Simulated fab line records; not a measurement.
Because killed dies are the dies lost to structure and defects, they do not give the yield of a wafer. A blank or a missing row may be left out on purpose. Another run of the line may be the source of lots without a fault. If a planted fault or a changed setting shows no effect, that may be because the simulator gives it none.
Matching of chambers + flow gf180mcu + 4 sister chambers for GF_STI_CMP_25 on cmp-01
The step polishes, stops on Si3N4, t overpolish 33 s, target thk 524.6 nm. 18 wafers are shown with their chamber, then 8 later ones without.

WAFERS, EACH WITH ITS CHAMBER
| wafer  | chamber | motor-current-A (A) | time-to-endpoint-s (s) | platen-rpm (rpm) |
|--------|---------|---------------------|------------------------|------------------|
| L514.1 | 0       | 11.5                | 112                    | 60.02            |
| L514.4 | 2       | 11.8                | 122                    | 59.98            |
| L514.5 | 0       | 11.7                | 119                    | 60.04            |
| L516.2 | 3       | 12.8                | 122                    | 59.98            |
| L516.3 | 1       | 12.8                | 124                    | 59.91            |
| L516.4 | 0       | 12.1                | 120                    | 60.02            |
| L517.1 | 0       | 11.4                | 118                    | 59.98            |
| L517.2 | 3       | 13.0                | 123                    | 59.97            |
| L517.5 | 2       | 12.1                | 125                    | 59.98            |
| L518.3 | 3       | 12.6                | 121                    | 60.00            |
| L518.4 | 0       | 11.2                | 121                    | 60.04            |
| L518.6 | 2       | 11.1                | 126                    | 60.03            |
| L520.2 | 1       | 12.8                | 123                    | 60.05            |
| L520.3 | 3       | 12.2                | 121                    | 60.05            |
| L520.6 | 1       | 12.8                | 119                    | 60.05            |
| L521.1 | 3       | 13.0                | 127                    | 59.98            |
| L521.2 | 0       | 11.9                | 131                    | 60.04            |
| L521.5 | 3       | 13.2                | 129                    | 60.00            |

SIGNATURES, as means of the wafers listed above
| reading            | chamber 0 | chamber 1 | chamber 2 | chamber 3 | scatter within a chamber |
|--------------------|-----------|-----------|-----------|-----------|--------------------------|
| motor-current-A    | 11.633    | 12.800    | 11.667    | 12.800    | 0.351                    |
| time-to-endpoint-s | 120.17    | 122.00    | 124.33    | 123.83    | 4.39                     |
| platen-rpm         | 60.0233   | 60.0033   | 59.9967   | 59.9967   | 0.0393                   |
Rule: for each reading, subtract the chamber's mean from the wafer's reading, divide by that reading's scatter and square the result; add these up over the readings and take the root, which gives the wafer's distance from the chamber. The wafer belongs to the nearest chamber; if the next one is less than 2 further off, it can't be placed. How the scatter is found: for the shown wafers, subtract from each reading the mean of its chamber, square and add these, divide the total by (wafers less chambers), then take the root.

WAFERS WITHOUT THEIR CHAMBER
| wafer  | motor-current-A (A) | time-to-endpoint-s (s) | platen-rpm (rpm) |
|--------|---------------------|------------------------|------------------|
| L525.3 | 11.8                | 121                    | 60.06            |
| L525.5 | 13.6                | 121                    | 59.97            |
| L534.2 | 12.0                | 125                    | 59.96            |
| L534.4 | 12.6                | 124                    | 60.00            |
| L534.5 | 12.5                | 127                    | 59.96            |
| L535.3 | 12.2                | 122                    | 59.98            |
| L535.4 | 13.5                | 126                    | 60.01            |
| L535.5 | 11.7                | 125                    | 59.98            |

WHICH CHAMBER EACH WENT THROUGH
| wafer  | from the rows above               | in truth |
|--------|-----------------------------------|----------|
| L525.3 | can't be placed: 0 or 2           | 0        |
| L525.5 | can't be placed: 1 or 3           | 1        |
| L534.2 | can't be placed: 2 or 0 or 3 or 1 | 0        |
| L534.4 | can't be placed: 3 or 1           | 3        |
| L534.5 | can't be placed: 3 or 1 or 2 or 0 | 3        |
| L535.3 | can't be placed: 2 or 1 or 3 or 0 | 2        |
| L535.4 | can't be placed: 3 or 1           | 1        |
| L535.5 | can't be placed: 2 or 0           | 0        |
0 of 8 placed correctly. These rows do not allow placing 8 (true chamber among the candidates in 8). Wrongly placed: 0.
